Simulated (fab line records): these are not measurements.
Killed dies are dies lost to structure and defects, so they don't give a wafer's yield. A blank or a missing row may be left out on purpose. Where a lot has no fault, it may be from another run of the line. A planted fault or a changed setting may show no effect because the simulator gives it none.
fab line records    flow sky130
record: lots: 7  wafers: 21  last-day: 50
route steps=708 shown VIA4@639
lots that met no fault: from a run of the same line without faults
start-h: start of the lot's first displayed wafer, in hours after the record's first day    wait-h: hours since the lot's step before    " same as the row above    L1.1+2: a single row standing in for several wafers    - value missing, or start not given    * or withheld: withheld    < > ~ a bound
route shown NAME@n: NAME is a module with steps in the file, n the number in the route of the first one    usual: mean/standard deviation taken from wafers without a fault    same: alike in all rows    chamber/n: place in a boat    sites: the reading at each site    _std_site: standard deviation across them    _edge_site: outer sites' mean less inner sites'    radius-mm: how far each site lies from the wafer's centre    mask NAME#n: copy n    behind: tool/chamber where the wafer was last shaped    hold: why the lot went on hold/how many hours it stayed there/how the hold came to an end    device: names the non-switching transistor (n, p or np)    end of line: the route-end tests of the same wafers    a step given without rows: its recipe and nothing more    killed: the dies lost at the first sort to structure and to defects; this is not the yield of the wafer    map: a wafer's dies, marking killed ones x, the rest . and places with no die _
set.NAME: the run value of the setting; set.NAME@STEP: its run value at that earlier step    model.NAME: the simulator's own value behind a step, which no gauge read
a table for each step, a row for each wafer; lots at some steps of the route
services: the hour from which a tool's chamber was out of use, counted from the record's first day as start-h (under 0 if before that day), plus the number of hours and why
== steps ==
step: SKY_VIA4_HDPCVD_00
recipe: material: SiO2  target-thk-nm: 1750  sigma-open-frac: 0.3  time-s: 291.7  temp-c: 400  sih4-flow-sccm: 60  pressure-mtorr: 6
step: SKY_VIA4_THK_MEAS_01
recipe: reads: SiO2_of_VIA4_HDPCVD_00
usual: VIA4_HDPCVD_THK: 1750/17
lot.wafer  tool           chamber  start-h  wait-h  VIA4_HDPCVD_THK[nm]
L293.2     film-metro-03  -        990.89   0.1     1733
L293.3     "              -        "        "       1745
L293.4     "              -        "        "       1748
L296.1     film-metro-04  -        1020.70  0.1     1761
L296.4     "              -        "        "       1749
L296.6     "              -        "        "       1743
L298.2     film-metro-03  -        1058.04  0.1     1773
L298.3     "              -        "        "       1779
L298.4     "              -        "        "       1788
L309.1     film-metro-04  -        1096.51  0.1     1735
L309.2     "              -        "        "       1744
L309.5     "              -        "        "       1722
L310.3     film-metro-01  -        1109.09  0.1     1747
L310.4     "              -        "        "       1722
L310.6     "              -        "        "       1749
L311.1     film-metro-04  -        1109.50  0.1     1744
L311.2     "              -        "        "       1752
L311.3     "              -        "        "       1728
L314.1     film-metro-03  -        1126.99  0.1     1751
L314.4     "              -        "        "       1766
L314.6     "              -        "        "       1755
step: SKY_VIA4_CMP_02
recipe: material: SiO2  down-force-psi: 4  platen-rpm: 60  pad-velocity-m-s: 0.94248
usual: motor-current-A: 11.9/1.4
lot.wafer  tool    chamber  start-h  wait-h  motor-current-A
L293.3     cmp-02  0        990.94   0.0     11.8
L293.4     "       1        "        "       13.5
L293.2     "       2        "        "       10.9
L296.1     cmp-01  1        1021.23  0.5     10.2
L296.4     "       0        "        "       11.1
L296.6     "       1        "        "       10.4
L298.2     cmp-02  2        1058.14  0.1     11.6
L298.4     "       3        "        "       10.3
L298.3     "       0        "        "       11.5
L309.2     cmp-01  3        1096.62  0.1     12.5
L309.1     "       0        "        "       11.1
L309.5     "       3        "        "       12.4
L310.4     cmp-02  1        1109.29  0.2     13.1
L310.3     "       3        "        "       10.1
L310.6     "       2        "        "       12.0
L311.3     cmp-01  3        1109.56  0.0     11.8
L311.1     "       1        "        "       10.4
L311.2     "       2        "        "       14.4
L314.4     cmp-01  3        1127.10  0.1     11.8
L314.1     "       0        "        "       11.2
L314.6     "       2        "        "       14.1
step: SKY_VIA4_BOW_MEAS_03
recipe: mode: bow
usual: VIA4_BOW: 80/7.5
lot.wafer  tool           chamber  start-h  wait-h  VIA4_BOW[um]
L293.2     film-metro-01  -        991.26   0.2     69
L293.3     "              -        "        "       72
L293.4     "              -        "        "       63
L296.1     film-metro-01  -        1021.53  0.2     91
L296.4     "              -        "        "       87
L296.6     "              -        "        "       84
L298.2     film-metro-03  -        1058.41  0.2     71
L298.3     "              -        "        "       65
L298.4     "              -        "        "       85
L309.1     film-metro-01  -        1096.87  0.1     74
L309.2     "              -        "        "       64
L309.5     "              -        "        "       66
L310.3     film-metro-01  -        1109.63  0.2     82
L310.4     "              -        "        "       77
L310.6     "              -        "        "       93
L311.1     film-metro-04  -        1109.86  0.1     89
L311.2     "              -        "        "       95
L311.3     "              -        "        "       80
L314.1     film-metro-04  -        1127.35  0.1     79
L314.4     "              -        "        "       73
L314.6     "              -        "        "       85
step: SKY_VIA4_DEHYDRATE_04
recipe: temp-c: 200  time-s: 60
step: SKY_VIA4_HMDS_05
recipe: prime-time-s: 60  prime-temp-c: 120
step: SKY_VIA4_COAT_06
recipe: resist: NOVOLAK  spin-rpm: 3000  resist-thk-nm: 1140
step: SKY_VIA4_SOFTBAKE_07
recipe: temp-c: 90  time-s: 60  resist: NOVOLAK
step: SKY_VIA4_EXPOSE_08
recipe: mask-id: VIM4  na: 0.6  source-shape: conventional  sigma-outer: 0.6  polarization: unpolarized  target-cd-nm: 800  dose-mj: 132
step: SKY_VIA4_PEB_09
recipe: temp-c: withheld  time-s: *  resist: NOVOLAK
step: SKY_VIA4_DEVELOP_10
recipe: resist: NOVOLAK  developer: TMAH  develop-time-s: 60  dev-temp-c: 23
step: SKY_VIA4_OVL_MEAS_11
usual: VIA4_OVL: 1.5/1.6
lot.wafer  tool        chamber  start-h  wait-h  VIA4_OVL[nm]
L293.2     overlay-02  -        1013.61  0.1     0.9
L293.3     "           -        "        "       0.6
L293.4     "           -        "        "       -1.3
L296.1     overlay-02  -        1043.89  0.1     0.5
L296.4     "           -        "        "       2.9
L296.6     "           -        "        "       3.3
L298.2     overlay-01  -        1079.58  0.1     1.2
L298.3     "           -        "        "       2.3
L298.4     "           -        "        "       0.7
L309.1     overlay-02  -        1116.84  0.1     1.6
L309.2     "           -        "        "       1.4
L309.5     "           -        "        "       3.0
L310.3     overlay-01  -        1129.68  0.1     2.4
L310.4     "           -        "        "       1.2
L310.6     "           -        "        "       2.3
L311.1     overlay-02  -        1130.06  0.1     2.5
L311.2     "           -        "        "       0.4
L311.3     "           -        "        "       2.3
L314.1     overlay-02  -        1146.41  0.1     0.1
L314.4     "           -        "        "       3.7
L314.6     "           -        "        "       3.9
step: SKY_VIA4_ETCH_12
recipe: target: SiO2  chemistry: C4F8/O2/Ar  stop-on: TiN  mask-material: NOVOLAK  source-w: 1500  bias-w: 1200  pressure-mtorr: 40  c4f8-flow-sccm: withheld  O2_flow_sccm: 6  Ar_flow_sccm: 300  time-s: withheld  target-depth-a: 5800
usual: bias-w: 1200/3.4  chamber-pressure-mTorr: 40.00/0.035  oes-product-au: 0.926/0.0049
lot.wafer  tool         chamber  start-h  wait-h  bias-w  chamber-pressure-mTorr  oes-product-au  model.NOVOLAK_of_VIA4_COAT_06.thk-nm
L293.2     rie-diel-03  2        1013.64  0.0     1208    40.01                   0.925           1008
L293.3     "            3        "        "       1197    40.00                   0.937           1014
L293.4     "            0        "        "       1199    39.98                   0.930           1014
L296.1     rie-diel-04  3        1043.92  0.0     1198    40.03                   0.924           1009
L296.4     "            2        "        "       1199    39.99                   0.928           1009
L296.6     "            1        "        "       1199    39.95                   0.928           1008
L298.2     rie-diel-04  1        1079.61  0.0     1196    39.97                   0.921           1013
L298.3     "            2        "        "       1198    39.95                   0.927           1014
L298.4     "            0        "        "       1201    40.02                   0.919           1008
L309.1     rie-diel-04  3        1116.87  0.0     -       -                       -               1139
L309.2     "            1        "        "       -       -                       -               1138
L309.5     "            2        "        "       -       -                       -               1137
L310.3     rie-diel-01  1        1129.71  0.0     -       -                       -               1140
L310.4     "            0        "        "       -       -                       -               1142
L310.6     "            3        "        "       -       -                       -               1140
L311.1     rie-diel-03  3        1130.09  0.0     -       -                       -               1140
L311.2     "            0        "        "       -       -                       -               1139
L311.3     "            1        "        "       -       -                       -               1142
L314.1     rie-diel-03  2        1146.44  0.0     1197    40.01                   0.928           1005
L314.4     "            3        "        "       1203    39.98                   0.936           1005
L314.6     "            3        "        "       1196    40.03                   0.921           1006
step: SKY_VIA4_STRIP_13
recipe: chemistry: O2/N2  power-w: 1400  pressure-mtorr: 1500  platen-temp-c: withheld  o2-flow-sccm: 3000  n2-flow-sccm: 300  overash-fraction: 0.5
usual: drypump-motor-current-A: 6.3/0.38  n2-flow-sccm: 300.0/0.86  oes-product-au: 0.710/0.0045  strip-time-to-endpoint-s: 12.802/0.028
lot.wafer  tool             chamber  start-h  wait-h  drypump-motor-current-A  n2-flow-sccm  oes-product-au  rf-hours-counter-h  strip-time-to-endpoint-s
L293.2     plasma-asher-02  1        1013.72  -       6.4                      300.4         0.710           28                  12.814
L293.3     "                0        "        "       6.6                      299.2         0.714           -                   12.835
L293.4     "                1        "        "       6.4                      299.9         0.708           -                   12.836
L296.1     plasma-asher-02  1        1044.00  -       6.4                      299.0         0.710           31                  12.773
L296.4     "                1        "        "       6.4                      298.4         0.707           -                   12.774
L296.6     "                0        "        "       6.6                      302.0         0.712           -                   12.748
L298.2     plasma-asher-02  1        1079.68  -       6.4                      298.8         0.707           35                  12.822
L298.3     "                1        "        "       6.4                      300.3         0.700           -                   12.811
L298.4     "                0        "        "       6.6                      299.9         0.706           -                   12.833
L309.1     plasma-asher-01  1        1116.95  -       6.6                      298.5         0.721           5                   14.156
L309.2     "                0        "        "       5.4                      301.1         0.716           5                   14.164
L309.5     "                0        "        "       5.4                      300.3         0.708           -                   14.154
L310.3     plasma-asher-02  0        1129.81  -       6.6                      298.3         0.714           -                   14.172
L310.4     "                1        "        "       6.4                      299.7         0.706           -                   14.210
L310.6     "                0        "        "       6.6                      299.6         0.707           -                   14.184
L311.1     plasma-asher-01  1        1130.17  -       6.5                      299.7         0.713           6                   14.164
L311.2     "                0        "        "       5.4                      300.2         0.716           6                   14.188
L311.3     "                0        "        "       5.4                      298.6         0.714           -                   14.198
L314.1     plasma-asher-03  0        1146.52  -       5.9                      300.6         0.718           71                  12.797
L314.4     "                0        "        "       6.0                      299.6         0.706           -                   12.803
L314.6     "                1        "        "       6.4                      299.9         0.718           -                   12.813
step: SKY_VIA4_STRIP_14
recipe: chemistry: post-etch-residue-remover  time-s: 1200  temp-c: 72.5
== services ==
tool             chamber  start-h  hours  kind
cmp-01           -        989.18   4.0    pm
rie-diel-04      -        1004.02  4.3    pm
cmp-02           -        1011.06  0.4    repair
cmp-01           -        1016.69  4.2    pm
rie-diel-03      1        1035.80  -      clean
rie-diel-03      1        1035.80  21.3   scheduled-down
rie-diel-03      1        1035.80  21.3   vent-cycle
rie-diel-04      3        1053.10  3.7    repair
plasma-asher-01  -        1055.25  9.0    pm
plasma-asher-01  0        1055.25  9.0    vent-cycle
plasma-asher-01  1        1055.25  9.0    vent-cycle
cmp-02           -        1058.99  6.0    pm
rie-diel-01      0        1060.37  6.6    repair
plasma-asher-01  0        1064.25  -      clean
rie-diel-03      3        1077.31  6.5    repair
cmp-02           -        1084.00  4.0    pm
cmp-02           -        1088.00  -      consumable-replace:conditioner
cmp-02           -        1088.00  -      consumable-replace:pad
cmp-01           -        1089.77  0.9    repair
cmp-02           -        1100.86  0.6    repair
rie-diel-01      3        1103.42  16.2   repair
rie-diel-04      0        1107.13  3.4    repair
cmp-02           -        1124.52  1.1    repair
rie-diel-04      2        1143.42  1.3    repair
== key ==
first-sign: step: SKY_VIA4_ETCH_12  reading: tool-record  direction: missing
effect: step: SKY_VIA4_STRIP_13  reading: strip-time-to-endpoint-s  direction: up  sigmas: 50  usual: *  struck: *
model-effect: step: SKY_VIA4_ETCH_12  value: NOVOLAK_of_VIA4_COAT_06.thk-nm  without: 1008  struck: 1140
met-at SKY_VIA4_ETCH_12
struck-wafers L309.1,L309.2,L309.5,L310.3,L310.4,L310.6,L311.1,L311.2,L311.3
later-rows-left-out L309.1,L309.2,L309.5,L310.3,L310.4,L310.6,L311.1,L311.2,L311.3
sort-left-out L309.1,L309.2,L309.5,L310.3,L310.4,L310.6,L311.1,L311.2,L311.3
onset-between 1079.61 1116.87
fault: kind: skipped-step-whole  tool: rie-diel-01,rie-diel-03,rie-diel-04  chamber: -  onset-h: 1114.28  steps: SKY_VIA4_ETCH_12  scope: struck-lots-only
sort-left-out: the simulated sort isn't trusted on such a fault, so these wafers' sort isn't shown, and their yield isn't known
later-rows-left-out: the simulator's readings of these wafers behind a module that went badly wrong aren't trusted and aren't shown, but for the sort
